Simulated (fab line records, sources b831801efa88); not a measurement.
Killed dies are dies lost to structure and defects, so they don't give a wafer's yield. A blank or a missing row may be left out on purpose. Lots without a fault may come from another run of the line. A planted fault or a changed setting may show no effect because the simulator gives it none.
Problem report in the 8D (eight disciplines) form, filled by code | flow gf180mcu | the parts of the form that need people (team, actions taken, sign-off) are left out

1. THE PROBLEM
cathode_dc_power_W at GF_TOP_METAL_SPUTTER_01 reads a mean of 6074.4 W on 2 wafers of 2 lots; wafers without a fault read 6500.1 W with a standard deviation of 1.2. That is -99 or more standard deviations from the usual mean.
The step: material TiN, target thk 30 nm, time 25 s.
First seen on wafer L681.2, day 30 16:53, on pvd_sputter-01. The record holds 18 wafers of 6 lots with a number at this step. Rule for "out", or "out of limits": more than 4 standard deviations from the usual mean. The other wafers with a number count as sound.

2. WHAT IT IS AND WHAT IT IS NOT
question                    | is                 | is not
which readings at this step | cathode_dc_power_W | throttle_valve_pct
which lots                  | L681, L682         | L671, L680, L683, L691
which wafers of those lots  | L681.2, L682.3     | L681.3, L681.5, L682.2, L682.6
read on which tools         | pvd_sputter-01     | pvd_sputter-02, pvd_sputter-04
when                        | from day 30 16:53  | up to then (8 sound wafers); but 8 sound wafers of L682, L683, L691 came after

3. SUSPECTS, AND WHAT RULES EACH OUT
Counting: a tool at a process step up to the reading stays a suspect if it ran every lot that is out. Sound lots after the first of them don't rule it out here, since some wafers of a struck lot are sound.
- plasma_asher-01 at GF_V5_STRIP_18 (strips in O2/N2): kept. It ran every lot that is out, first L681 (day 30 15:34).
- pvd_sputter-02 at GF_V5_SPUTTER_21 (material Ti, target thk 15 nm, time 80.02 s): kept. It ran every lot that is out, first L681 (day 30 16:05); its last sound lot up to then is L671 (day 27 14:22).
- pvd_sputter-01 at GF_TOP_METAL_SPUTTER_00 (material Ti, target thk 37.5 nm, time 150 s): kept. It ran every lot that is out, first L681 (day 30 16:47); its last sound lot up to then is L671 (day 27 15:28).
- pvd_sputter-01 at GF_TOP_METAL_SPUTTER_01 (material TiN, target thk 30 nm, time 25 s): kept. It ran every lot that is out, first L681 (day 30 16:53); its last sound lot up to then is L671 (day 27 15:34). Its own readings are out on those wafers: cathode_dc_power_W.
Left after counting: plasma_asher-01 at GF_V5_STRIP_18, pvd_sputter-02 at GF_V5_SPUTTER_21, pvd_sputter-01 at GF_TOP_METAL_SPUTTER_00, pvd_sputter-01 at GF_TOP_METAL_SPUTTER_01.

4. THE CAUSE (what the simulator had put in)
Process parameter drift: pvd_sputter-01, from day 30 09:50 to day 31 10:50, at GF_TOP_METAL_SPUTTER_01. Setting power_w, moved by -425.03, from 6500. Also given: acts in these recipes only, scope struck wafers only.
Counting left 4 suspects, and this tool is among them.

5. THE CHAIN OF EFFECTS, in route order
Each row: a reading whose mean over the struck wafers that have a number lies more than 3 standard deviations from the usual. Only readings for which the record gives a usual standard deviation are gone through. hours: the time from each lot's start at the first step in this table that gives one to its start at this step, as a median over the lots. sigmas: the change in usual standard deviations.
hours | step                    | reading            | usual    | on struck wafers | change | sigmas
0     | GF_TOP_METAL_SPUTTER_01 | cathode_dc_power_W | 6500.1 W | 6074.4           | -425.8 | -99 or more
The process steps in it:
- GF_TOP_METAL_SPUTTER_01: material TiN, target thk 30 nm, time 25 s.

6. WHAT WOULD HAVE CAUGHT IT SOONER
In this record the first reading out of limits was taken at day 30 16:53, 7 hours after the fault began at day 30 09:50.
